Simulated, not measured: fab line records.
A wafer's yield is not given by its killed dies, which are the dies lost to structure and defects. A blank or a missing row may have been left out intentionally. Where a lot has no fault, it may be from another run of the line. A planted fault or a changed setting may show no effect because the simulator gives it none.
2 desks, one fault | flow sky130 | every desk sees just its own numbers, and what lay behind them comes last

## FOR THE TOOL OWNER'S DESK: litho_track-03
The tool's own readings at SKY_RES_XHIGH_DEVELOP_06 (develop time 60 s): means of the sampled wafers that have a number, for each lot that ran on this tool. The brackets show how far a lot's mean lies from the usual mean; more than 4 standard deviations puts the lot out of limits, marked OUT.
Columns: A = developer_temp_C at SKY_RES_XHIGH_DEVELOP_06, usual 23.01 C
lot  | first seen here | A
L375 | day 27 02:00    | 23.20
L376 | day 27 14:54    | 23.06
L381 | day 29 11:33    | 23.06
L383 | day 30 00:48    | 23.13
L387 | day 31 06:59    | 22.11 (-8.2) OUT
L388 | day 31 15:57    | 22.06 (-8.6) OUT
This desk's finding: out of limits on L387, L388; first on L387, day 31 06:59 (developer_temp_C at SKY_RES_XHIGH_DEVELOP_06). L375, L376, L381, L383: within limits.

## METROLOGY DESK
Means of the sampled wafers that have a number, per lot and without regard to the tool the lot ran on: this is what the gauges read. The brackets show how far a lot's mean lies from the usual mean; more than 4 standard deviations puts the lot out of limits, marked OUT.
Columns: A = POLY_CUT_OVL at SKY_POLY_CUT_OVL_MEAS_09, usual 1 nm
lot  | first seen here | A
L375 | day 24 15:43    | -0
L376 | day 25 04:22    | 3
L378 | day 25 10:47    | -7
L377 | day 25 11:04    | 2
L379 | day 26 09:49    | -1
L380 | day 26 14:16    | 9
L381 | day 27 01:58    | 6
L382 | day 27 05:56    | 4
L383 | day 27 16:07    | -6
L387 | day 28 22:23    | -2
L388 | day 29 07:44    | -2
L389 | day 29 18:19    | 3
L394 | day 31 01:32    | 3
L397 | day 32 05:25    | 3
Finding of this desk: none of the 14 lots has anything out of limits.

## PUT TOGETHER
The tool owner's desk had the chance to raise an alarm at day 31 06:59 on L387, L388.
At the metrology desk, nothing out of limits was observed.
The metrology desk holds a record of L387, L388, inside its limits.
The lots listed all ran SKY_RES_XHIGH_DEVELOP_06 on litho_track-03.

## WHAT THE SIMULATOR HAD INSERTED
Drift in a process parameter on litho_track-03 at SKY_RES_XHIGH_DEVELOP_06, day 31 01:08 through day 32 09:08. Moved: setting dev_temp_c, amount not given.
Lots struck among those shown: L387, L388.
How many hours passed from the start of the fault until each desk's first out-of-limits reading: the tool owner's desk, 6.
